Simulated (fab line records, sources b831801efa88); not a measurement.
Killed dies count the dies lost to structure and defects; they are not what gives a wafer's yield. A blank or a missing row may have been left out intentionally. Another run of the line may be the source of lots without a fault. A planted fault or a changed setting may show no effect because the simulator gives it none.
Which tool did it? ; flow gf180mcu ; Sampling: 24 lots, 72 wafers, 6 of 602 route steps

WHAT THE GAUGES SHOWED, per wafer
GF_SAB_CD_MEAS_09 targets a cd of 420 nm. Usual: cd nm 419.8 nm, standard deviation 2.2.
lot;measured;on;cd nm (nm);flag
L074;day 15 07:31;cd sem-02;420.2 420.8 420.7;
L075;day 15 13:07;cd sem-01;417.4 420.2 420.1;
L076;day 15 22:52;cd sem-01;421.9 420.3 422.0;
L077;day 16 06:28;cd sem-01;419.9 417.1 417.7;
L078;day 16 13:16;cd sem-01;421.4 420.3 419.2;
L079;day 16 17:21;cd sem-02;420.5 420.8 422.1;
L080;day 17 07:38;cd sem-01;416.5 416.5 417.2;
L081;day 17 15:46;cd sem-01;421.3 419.5 419.2;
L082;day 18 01:57;cd sem-01;419.6 418.3 415.7;
L083;day 18 07:41;cd sem-02;420.8 423.2 423.2;
L084;day 19 01:25;cd sem-02;421.5 421.4 423.3;
L085;day 19 08:01;cd sem-02;417.3 414.5 414.3;
L086;day 19 18:33;cd sem-02;418.3 419.7 418.8;
L087;day 20 00:50;cd sem-01;419.2 421.4 418.7;
L088;day 20 13:37;cd sem-02;422.0 420.3 420.5;
L089;day 20 23:04;cd sem-02;422.0 420.7 421.6;
L090;day 21 04:31;cd sem-01;421.5 423.2 422.6;
L091;day 21 08:05;cd sem-01;417.9 421.2 417.4;
L092;day 21 15:47;cd sem-02;424.2 421.8 421.7;
L093;day 21 21:47;cd sem-02;418.0 415.5 417.0;
L094;day 22 05:15;cd sem-02;420.3 417.1 419.7;
L095;day 22 15:03;cd sem-01;419.0 421.1 420.1;
L096;day 22 21:11;cd sem-01;419.7 419.8 417.1;
L097;day 23 07:41;cd sem-01;421.5 419.2 420.1;

GF_V3_THK_MEAS_25: measures by xrf. Usual: V3_W_THK typically reads 349 nm, with standard deviation 5.4.
lot;measured;on;V3_W_THK (nm);flag
L074;day 22 15:13;film metro-01;346 348 344;
L075;day 22 20:49;film metro-04;347 351 347;
L076;day 23 06:23;film metro-03;350 353 349;
L077;day 23 12:55;film metro-01;340 342 347;
L078;day 23 21:58;film metro-04;353 354 356;
L079;day 24 01:07;film metro-04;351 347 349;
L080;day 24 17:45;film metro-04;338 346 348;
L081;day 25 00:10;film metro-01;339 347 347;
L082;day 25 10:14;film metro-03;351 346 353;
L083;day 25 13:02;film metro-04;351 345 345;
L084;day 26 06:47;film metro-04;358 355 358;
L085;day 26 11:46;film metro-04;353 353 359;
L086;day 26 20:42;film metro-04;356 353 356;
L087;day 27 01:02;film metro-01;348 347 342;
L088;day 27 13:21;film metro-03;351 348 352;
L089;day 27 20:49;film metro-03;344 347 340;
L090;day 28 00:45;film metro-03;351 350 354;
L091;day 28 04:10;film metro-03;355 351 355;
L092;day 28 11:16;film metro-01;344 341 345;
L093;day 28 15:47;film metro-03;356 361 356;
L094;day 28 21:13;film metro-04;343 343 342;
L095;day 29 04:52;film metro-04;348 349 344;
L096;day 29 10:52;film metro-03;348 346 340;
L097;day 29 20:20;film metro-01;346 343 346;

GF_M4_OVL_MEAS_15. Usual: M4_OVL typically reads 2 nm, with standard deviation 6.
lot;measured;on;M4_OVL (nm);flag
L074;day 23 15:26;overlay-02;-3 -4 0;
L075;day 23 19:43;overlay-01;0 7 3;
L076;day 24 05:53;overlay-01;2 8 8;
L077;day 24 11:06;overlay-02;-6 -9 -6;
L078;day 24 20:40;overlay-02;9 4 0;
L079;day 24 23:57;overlay-02;-6 -1 -3;
L080;day 25 15:33;overlay-01;3 -1 4;
L081;day 25 21:51;overlay-02;0 1 -2;
L082;day 26 08:09;overlay-02;14 10 12;
L083;day 26 11:04;overlay-01;-5 -14 -8;
L084;day 27 03:55;overlay-01;4 5 -5;
L085;day 27 08:31;overlay-02;1 2 5;
L086;day 27 17:17;overlay-01;5 5 5;
L087;day 27 21:31;overlay-02;2 1 2;
L088;day 28 09:27;overlay-02;3 7 6;
L089;day 28 17:05;overlay-01;8 10 3;
L090;day 28 21:01;overlay-02;4 13 4;
L091;day 29 00:19;overlay-02;-8 3 -3;
L092;day 29 07:02;overlay-02;8 5 10;
L093;day 29 12:35;overlay-02;15 18 18;
L094;day 29 16:38;overlay-01;-4 4 -4;
L095;day 30 00:09;overlay-02;2 5 10;
L096;day 30 06:30;overlay-02;-5 -9 -7;
L097;day 30 15:04;overlay-01;1 3 -2;

TOOL THAT RAN EACH LOT (tool first, then ch and the chambers of the sampled wafers, then the start)
lot;GF_CONTACT_STRIP_18;GF_V1_STRIP_18;GF_V1_SPUTTER_22
L074;plasma asher-02 ch 0,1, day 16 07:43;plasma asher-04 ch 0,1, day 18 08:34;pvd sputter-01, day 18 09:07
L075;plasma asher-02 ch 0,1, day 16 11:56;plasma asher-02 ch 0,1, day 18 12:28;pvd sputter-01, day 18 13:02
L076;plasma asher-02 ch 0,1, day 16 21:50;plasma asher-03 ch 0,1, day 18 23:55;pvd sputter-02, day 19 00:38
L077;plasma asher-04 ch 0,1, day 17 05:47;plasma asher-02 ch 0,1, day 19 07:42;pvd sputter-01, day 19 08:21
L078;plasma asher-02 ch 0,1, day 17 14:02;plasma asher-03 ch 0,1, day 19 17:15;pvd sputter-01, day 19 17:50
L079;plasma asher-04 ch 0,1, day 17 17:40;plasma asher-04 ch 0,1, day 19 21:09;pvd sputter-04, day 19 21:45
L080;plasma asher-02 ch 0,1, day 18 08:58;plasma asher-02 ch 0,1, day 20 11:49;pvd sputter-02, day 20 12:27
L081;plasma asher-04 ch 0,1, day 18 17:02;plasma asher-04 ch 0,1, day 20 21:16;pvd sputter-04, day 20 21:52
L082;plasma asher-02 ch 0,1, day 19 04:20;plasma asher-03 ch 0,1, day 21 08:10;pvd sputter-01, day 21 08:46
L083;plasma asher-02 ch 0,1, day 19 08:40;plasma asher-03 ch 0,1, day 21 11:58;pvd sputter-02, day 21 12:36
L084;plasma asher-01 ch 0,1, day 20 04:08;plasma asher-03 ch 0,1, day 22 07:22;pvd sputter-04, day 22 07:56
L085;plasma asher-04 ch 0,1, day 20 10:43;plasma asher-02 ch 1, day 22 12:05;pvd sputter-02, day 22 12:41
L086;plasma asher-01 ch 0,1, day 20 20:37;plasma asher-02 ch 0,1, day 22 22:26;pvd sputter-01, day 22 23:02
L087;plasma asher-04 ch 0,1, day 21 03:08;plasma asher-02 ch 0,1, day 23 05:03;pvd sputter-02, day 23 05:37
L088;plasma asher-02 ch 0,1, day 21 15:55;plasma asher-03 ch 0,1, day 23 17:43;pvd sputter-04, day 23 18:19
L089;plasma asher-01 ch 0,1, day 22 00:16;plasma asher-04 ch 0,1, day 24 00:24;pvd sputter-04, day 24 01:19
L090;plasma asher-01 ch 0,1, day 22 05:44;plasma asher-02 ch 0,1, day 24 06:27;pvd sputter-04, day 24 07:02
L091;plasma asher-01 ch 0,1, day 22 09:21;plasma asher-03 ch 0,1, day 24 09:21;pvd sputter-02, day 24 09:55
L092;plasma asher-04 ch 0,1, day 22 18:37;plasma asher-02 ch 0,1, day 24 17:47;pvd sputter-04, day 24 18:26
L093;plasma asher-01 ch 1, day 22 23:24;plasma asher-04 ch 0,1, day 24 22:36;pvd sputter-02, day 24 23:12
L094;plasma asher-02 ch 0, day 23 06:36;plasma asher-03 ch 0,1, day 25 05:32;pvd sputter-04, day 25 06:10
L095;plasma asher-01 ch 1, day 23 15:56;plasma asher-02 ch 0,1, day 25 13:59;pvd sputter-01, day 25 14:35
L096;plasma asher-02 ch 0,1, day 23 21:42;plasma asher-04 ch 0,1, day 25 19:58;pvd sputter-02, day 25 20:32
L097;plasma asher-01 ch 0,1, day 24 07:54;plasma asher-02 ch 0,1, day 26 05:45;pvd sputter-01, day 26 06:19
- GF_CONTACT_STRIP_18: strips in O2/N2.
- GF_V1_STRIP_18: strips in O2/N2.
- GF_V1_SPUTTER_22: material TiN, target thk 10 nm, time 40 s.

WHAT THE TOOLS THEMSELVES READ (means of the sampled wafers that have a number; where no wafer has one, the mark that the record gives instead)
GF_CONTACT_STRIP_18. Usual: drypump motor current A 5.8 A, standard deviation 0.71; heater power w 328 W, standard deviation 35; oes product au 0.580 a.u., standard deviation 0.0051.
lot;tool;drypump motor current A (A);heater power w (W);oes product au (a.u.);flag
L074;plasma asher-02;6.2;289;0.581;
L075;plasma asher-02;6.2;289;0.582;
L076;plasma asher-02;6.2;291;0.580;
L077;plasma asher-04;6.3;347;0.583;
L078;plasma asher-02;5.5;299;0.580;
L079;plasma asher-04;6.3;351;0.581;
L080;plasma asher-02;5.5;299;0.584;
L081;plasma asher-04;6.1;339;0.581;
L082;plasma asher-02;5.5;301;0.581;
L083;plasma asher-02;6.2;294;0.581;
L084;plasma asher-01;5.3;341;0.579;
L085;plasma asher-04;6.3;351;0.579;
L086;plasma asher-01;5.3;362;0.582;
L087;plasma asher-04;6.1;339;0.576;
L088;plasma asher-02;5.5;297;0.583;
L089;plasma asher-01;5.3;364;0.582;
L090;plasma asher-01;5.3;341;0.579;
L091;plasma asher-01;5.3;367;0.580;
L092;plasma asher-04;6.1;338;0.581;
L093;plasma asher-01;5.3;389;0.576;
L094;plasma asher-02;4.9;313;0.577;
L095;plasma asher-01;5.3;389;0.578;
L096;plasma asher-02;5.5;300;0.579;
L097;plasma asher-01;5.3;345;0.579;

GF_V1_STRIP_18. Usual: drypump motor current A 5.7 A, standard deviation 0.74; heater power w 327 W, standard deviation 31; oes product au 0.592 a.u., standard deviation 0.0051.
lot;tool;drypump motor current A (A);heater power w (W);oes product au (a.u.);flag
L074;plasma asher-04;6.3;347;0.592;
L075;plasma asher-02;6.2;289;0.592;
L076;plasma asher-03;5.2;356;0.594;
L077;plasma asher-02;6.1;289;0.595;
L078;plasma asher-03;5.2;346;0.595;
L079;plasma asher-04;6.3;354;0.596;
L080;plasma asher-02;5.5;299;0.594;
L081;plasma asher-04;6.0;340;0.592;
L082;plasma asher-03;5.2;347;0.588;
L083;plasma asher-03;5.2;344;0.591;
L084;plasma asher-03;5.2;361;0.590;
L085;plasma asher-02;6.8;281;0.587;
L086;plasma asher-02;5.5;305;0.590;
L087;plasma asher-02;5.5;301;0.592;
L088;plasma asher-03;5.2;357;0.593;
L089;plasma asher-04;6.3;350;0.593;
L090;plasma asher-02;6.2;293;0.593;
L091;plasma asher-03;5.2;347;0.589;
L092;plasma asher-02;6.2;290;0.598;
L093;plasma asher-04;6.3;349;0.586;
L094;plasma asher-03;5.2;355;0.590;
L095;plasma asher-02;5.5;303;0.594;
L096;plasma asher-04;6.3;354;0.593;
L097;plasma asher-02;5.5;299;0.585;

GF_V1_SPUTTER_22. Usual: throttle valve pct 29.4 %, standard deviation 0.81.
lot;tool;throttle valve pct (%);flag
L074;pvd sputter-01;30.0;
L075;pvd sputter-01;29.8;
L076;pvd sputter-02;29.6;
L077;pvd sputter-01;30.1;
L078;pvd sputter-01;30.0;
L079;pvd sputter-04;28.4;
L080;pvd sputter-02;30.0;
L081;pvd sputter-04;28.1;
L082;pvd sputter-01;30.1;
L083;pvd sputter-02;30.0;
L084;pvd sputter-04;28.5;
L085;pvd sputter-02;29.7;
L086;pvd sputter-01;29.7;
L087;pvd sputter-02;30.5;
L088;pvd sputter-04;28.6;
L089;pvd sputter-04;28.1;
L090;pvd sputter-04;28.8;
L091;pvd sputter-02;29.8;
L092;pvd sputter-04;28.7;
L093;pvd sputter-02;29.9;
L094;pvd sputter-04;28.3;
L095;pvd sputter-01;30.0;
L096;pvd sputter-02;29.8;
L097;pvd sputter-01;29.6;

THE ANSWER, worked out from the rows above alone
Rule: lot off if the mean of its wafers having a number is beyond 3 standard deviations from the usual mean. Also off: a lot with no number at a reading for which 4 or more lots have one. Any other lot the step has rows for is counted as sound. First the gauges in route order, then the tools' own readings, where a lot's mean is used as printed above. At the first step where some lot is off, the reading lying furthest off is the one used; lots without a number count as furthest.
Across all readings shown, no lot is off: no conclusion can be drawn from this.

WHAT WAS PUT IN BY THE SIMULATOR
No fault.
